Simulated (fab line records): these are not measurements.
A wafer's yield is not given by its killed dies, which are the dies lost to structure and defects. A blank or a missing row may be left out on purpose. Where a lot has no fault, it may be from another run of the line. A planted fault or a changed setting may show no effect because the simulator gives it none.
A struck lot beside a sound one || flow sky130 || 37 out of 708 route steps
Sound: wafers L638.2, L638.5, L638.6. The struck wafers were L656.3, L656.4, L656.5. The cause is named last.
Order at every step that has rows: each side's tool, ch and its chambers, its first start. Under that, the readings that differ: sound wafers || struck wafers || difference of the means || sigmas: that difference in standard deviations of wafers without a fault.
alike: readings with means less than 2 such deviations apart, plus words and numbers identical on both sides. not compared: withheld readings, readings lacking a value on some wafer, bounds such as >300 that could conceal the same value, and numbers that have no deviation in the record and whose values overlap.
A row with sigmas, a row that says differs or no value, or rows on one side alone: a step with any of these is where the two part. Numbers that don't overlap but have no deviation are shown without sigmas and don't part them. A reading missing from all wafers of one side parts the sides only when that side holds two or more wafers.

first, 9 steps without rows for these wafers: SKY_VIA2_SPUTTER_20 (material TiN, target thk 20 nm, time 80 s); SKY_VIA2_CVD_21 (deposits W, target thk 420 nm, time 126.4 s); SKY_VIA2_CMP_24 (polishes, stops on SiO2, t overpolish 20 s, target thk 0 nm); SKY_METAL3_SPUTTER_00 (material Ti, target thk 15 nm, time 10 s); SKY_METAL3_SPUTTER_01 (material TiN, target thk 20 nm, time 16.7 s); SKY_METAL3_SPUTTER_02 (material AlCu, target thk 735 nm, time 39.1 s); SKY_METAL3_SPUTTER_03 (material Ti, target thk 5 nm, time 3.3 s); SKY_METAL3_SPUTTER_04 (material TiN, target thk 70 nm, time 58.3 s); SKY_CAPM_CVD_00 (deposits SiO2, target thk 15.5 nm).
SKY_CAPM_SPUTTER_02: material TiN, target thk 200 nm, time 166.7 s.
  sound on pvd-sputter-02 at day 37 10:56; struck on pvd-sputter-02 at day 42 09:52
{"reading": "model.TiN_of_CAPM_SPUTTER_02.thk-nm (nm)", "sound": "198.1 199.6 202.4", "struck": "215.6 215.9 211.9", "difference": "+14.4", "sigmas": ""}
  alike: throttle-valve-pct
SKY_CAPM_RS_MEAS_03: a four-point-probe measurement.
  sound on film-metro-03 at day 37 11:04; struck on film-metro-03 at day 42 10:18
{"reading": "CAPM_TIN_RS (ohm/sq)", "sound": "6.99 6.93 6.84", "struck": "6.39 6.40 6.52", "difference": -0.48, "sigmas": -4}
  not compared: hold
SKY_CAPM_THK_MEAS_04: measures by xrf.
  sound on film-metro-03 at day 37 11:10; struck on film-metro-03 at day 42 13:19
{"reading": "CAPM_TIN_THK (nm)", "sound": "201 203 206", "struck": "219 218 215", "difference": "+14", "sigmas": "+4"}
  not compared: hold
then, 6 steps without rows for these wafers: SKY_CAPM_HMDS_06 (prime time 60 s); SKY_CAPM_COAT_07 (resist thk 1118 nm); SKY_CAPM_SOFTBAKE_08 (time 60 s); SKY_CAPM_EXPOSE_09 (exposes mask CAPM, target cd 1000 nm); SKY_CAPM_PEB_10; SKY_CAPM_DEVELOP_11 (develop time 60 s).
SKY_CAPM_METAL_ETCH_13: etches TiN in Cl2/BCl3, stops on SiO2, target depth 220 nm, time 62.9 s.
  sound on rie-metal-03 ch 0,1, day 38 12:33; struck on rie-metal-04 ch 0,1, day 43 08:20
{"reading": "oes-product-au (a.u.)", "sound": "0.933 0.942 0.955", "struck": "0.988 0.980 0.974", "difference": "+0.037", "sigmas": "+4"}
{"reading": "throttle-valve-pct (%)", "sound": "21.906 21.906 21.906", "struck": "21.877 21.872 21.870", "difference": -0.033, "sigmas": -3}
  alike: drypump-motor-current-A
  not compared: rf-hours-counter-h
then, 16 steps without rows for these wafers: SKY_CAPM_STRIP_14 (strips in O2/N2); SKY_CAPM_STRIP_15 (strips in post etch residue remover, time 1200 s); SKY_CAPM_CLEAN_16 (cleans in IPA, time 180 s); SKY_CAPM_CLEAN_17 (cleans in O3/DIW); SKY_METAL3_DEHYDRATE_05 (time 60 s); SKY_METAL3_HMDS_06 (prime time 60 s); SKY_METAL3_COAT_07 (resist thk 60 nm); SKY_METAL3_COAT_08 (resist thk 1140 nm); SKY_METAL3_SOFTBAKE_09 (time 90 s); SKY_METAL3_EXPOSE_10 (exposes mask MM3, target cd 300 nm); SKY_METAL3_PEB_11; SKY_METAL3_DEVELOP_12 (develop time 60 s); SKY_METAL3_DESCUM_15 (chemistry O2, time 8 s); SKY_METAL3_ETCH_16 (etches BARC in N2/H2, stops on SiO2, time 88.2 s, target depth 60 nm); SKY_METAL3_ETCH_17 (etches SiO2 in C4F8/O2/Ar, stops on TiN, time 3.9 s, target depth 15 nm); SKY_METAL3_METAL_ETCH_18 (etches the open film in Cl2/BCl3, stops on SiO2, target depth 845 nm, time 183.1 s).
SKY_METAL3_STRIP_20: strips in post etch residue remover, time 1200 s.
  sound on wet-bench-04 ch 0, day 39 15:13; struck on wet-bench-03 ch 0, day 44 07:05
{"reading": "model.TiN_of_CAPM_SPUTTER_02.thk-nm (nm)", "sound": "197.2 198.8 201.5", "struck": "214.8 215.1 211", "difference": "+14.5", "sigmas": ""}
-- the record jumps here: 6 days lie between the struck wafers' starts before and after (it left off in module METAL3 and takes up again in module PAD_OPEN, whose first step shown is number 708 of the route) --
SKY_PAD_OPEN_PROBE_99:
  sound on prober-01 at day 46 16:04; struck on prober-01 at day 50 08:05
{"reading": "model.etest.cap-mim.plate-ohm-sq", "sound": "5.997 5.979 5.919", "struck": "5.589 5.585 5.7", "difference": -0.340, "sigmas": ""}
  alike: defect-limited-yield, killed_at_M0_to_M3, killed_at_M4_up, killed-at-contacts, killed-at-front-end, killed-at-other, killed-dies, killed-open, killed-short, sort_bin_3_pad_short, sort_bin_5_function, sort_bin_6_memory, sort-n-pass, sort-yield-pct

WHERE THEY PART
At SKY_CAPM_RS_MEAS_03 first; at SKY_CAPM_METAL_ETCH_13 last (within this record only). Later steps at which nothing parts them and some readings are alike: SKY_PAD_OPEN_PROBE_99.

WHY: whatever the simulator had introduced
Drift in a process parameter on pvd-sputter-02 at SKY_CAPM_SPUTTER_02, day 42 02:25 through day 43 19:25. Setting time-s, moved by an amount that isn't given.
